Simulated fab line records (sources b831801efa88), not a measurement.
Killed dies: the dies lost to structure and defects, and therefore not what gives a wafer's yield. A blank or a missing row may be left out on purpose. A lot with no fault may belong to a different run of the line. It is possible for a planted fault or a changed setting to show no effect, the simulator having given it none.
Shared-tool check -- flow sky130 -- 12 lots, 36 wafers sampled

REASON FOR OPENING
Of 12 lots, 2 have the reading LDD_HVP_TW flagged at SKY_LDD_HVP_TW_MEAS_10. Wafers without a fault read 457, standard deviation 3.4.
Rule: a lot gets a flag if all its wafers with a number sit over 4 standard deviations from that mean, or if no wafer of it has a number. The other lots count as sound.

lot,measured,on,"LDD_HVP_TW, wafer by wafer",flag
L250,day 21 15:35,film-metro-01,460 462 461,
L259,day 25 00:43,film-metro-02,674 673 669,FLAGGED
L261,day 25 18:37,film-metro-02,674 673 673,FLAGGED
L262,day 26 00:07,film-metro-02,456 455 455,
L265,day 26 20:49,film-metro-01,460 461 460,
L267,day 27 19:42,film-metro-04,455 458 455,
L268,day 28 03:43,film-metro-01,464 464 463,
L269,day 28 09:28,film-metro-02,453 452 452,
L270,day 28 20:04,film-metro-02,452 451 453,
L271,day 28 21:46,film-metro-02,454 452 456,
L272,day 29 10:16,film-metro-04,454 456 454,
L273,day 29 15:49,film-metro-01,461 460 461,
Average over the flagged lots: 673; offset from the usual +216, equal to +63 standard deviations.

WHICH TOOL EACH LOT WENT THROUGH
The record holds 2 process steps before the reading, out of a route of 708 steps. In each cell: the tool, then ch and the chambers that the sampled wafers went through, then the start.
lot,flag,SKY_LDD_HVP_IMPLANT_08,SKY_LDD_HVP_STRIP_09
L250,,"implanter-02 ch 0, day 21 15:22","plasma-asher-02 ch 0,1, day 21 15:30"
L259,FLAGGED,"implanter-02 ch 0, day 25 00:28","plasma-asher-01 ch 0,1, day 25 00:37"
L261,FLAGGED,"implanter-02 ch 0, day 25 18:22","plasma-asher-01 ch 0,1, day 25 18:31"
L262,,"implanter-03 ch 0, day 25 23:53","plasma-asher-01 ch 0,1, day 26 00:01"
L265,,"implanter-01 ch 0, day 26 20:35","plasma-asher-02 ch 0,1, day 26 20:43"
L267,,"implanter-01 ch 0, day 27 19:27","plasma-asher-01 ch 0,1, day 27 19:36"
L268,,"implanter-02 ch 0, day 28 03:28","plasma-asher-02 ch 0,1, day 28 03:37"
L269,,"implanter-02 ch 0, day 28 09:13","plasma-asher-01 ch 0, day 28 09:22"
L270,,"implanter-01 ch 0, day 28 19:50","plasma-asher-02 ch 0,1, day 28 19:57"
L271,,"implanter-02 ch 0, day 28 21:32","plasma-asher-02 ch 0,1, day 28 21:39"
L272,,"implanter-02 ch 0, day 29 10:01","plasma-asher-01 ch 0,1, day 29 10:10"
L273,,"implanter-03 ch 0, day 29 15:35","plasma-asher-03 ch 0,1, day 29 15:42"
These steps, and what they do:
- SKY_LDD_HVP_IMPLANT_08
- SKY_LDD_HVP_STRIP_09: strips in O2/N2.
- SKY_LDD_HVP_TW_MEAS_10

FLAGGED OVER TOTAL, TOOL BY TOOL (the gauges that took the reading come last)
step,tool,lots run,flagged,share of the flagged lots,sound lots run after its first flagged lot
SKY_LDD_HVP_IMPLANT_08,implanter-01,3,0,none,-
SKY_LDD_HVP_IMPLANT_08,implanter-02,7,2,all,"4 (L268,L269,L271,L272)"
SKY_LDD_HVP_IMPLANT_08,implanter-03,2,0,none,-
SKY_LDD_HVP_STRIP_09,plasma-asher-01,6,2,all,"4 (L262,L267,L269,L272)"
SKY_LDD_HVP_STRIP_09,plasma-asher-02,5,0,none,-
SKY_LDD_HVP_STRIP_09,plasma-asher-03,1,0,none,-
SKY_LDD_HVP_TW_MEAS_10,film-metro-01,4,0,none,-
SKY_LDD_HVP_TW_MEAS_10,film-metro-02,6,2,all,"4 (L262,L269,L270,L271)"
SKY_LDD_HVP_TW_MEAS_10,film-metro-04,2,0,none,-

WHAT THE TABLE ALLOWS
In the table, 3 rows ran each flagged lot (implanter-02 at SKY_LDD_HVP_IMPLANT_08; plasma-asher-01 at SKY_LDD_HVP_STRIP_09; film-metro-02 at SKY_LDD_HVP_TW_MEAS_10).
- implanter-02 at SKY_LDD_HVP_IMPLANT_08: 2 of its 7 lots flagged. Sound lots followed the first flagged one (L268, L269, L271, L272) on it, something a lasting fault affecting the whole tool could not allow. Its own readings (dose-ions-cm2, faraday-current-uA) fall more than 4 standard deviations out on all wafers of the flagged lots.
- plasma-asher-01 at SKY_LDD_HVP_STRIP_09: 2 of its 6 lots flagged. Sound lots followed the first flagged one (L262, L267, L269, L272) on it, something a lasting fault affecting the whole tool could not allow.
- film-metro-02 at SKY_LDD_HVP_TW_MEAS_10: 2 of its 6 lots flagged. Sound lots followed the first flagged one (L262, L269, L270, L271) on it, something a lasting fault affecting the whole tool could not allow.
There is no row in the table that ran each flagged lot and no sound lot after the first.

WHAT THE SIMULATOR HAD PUT IN
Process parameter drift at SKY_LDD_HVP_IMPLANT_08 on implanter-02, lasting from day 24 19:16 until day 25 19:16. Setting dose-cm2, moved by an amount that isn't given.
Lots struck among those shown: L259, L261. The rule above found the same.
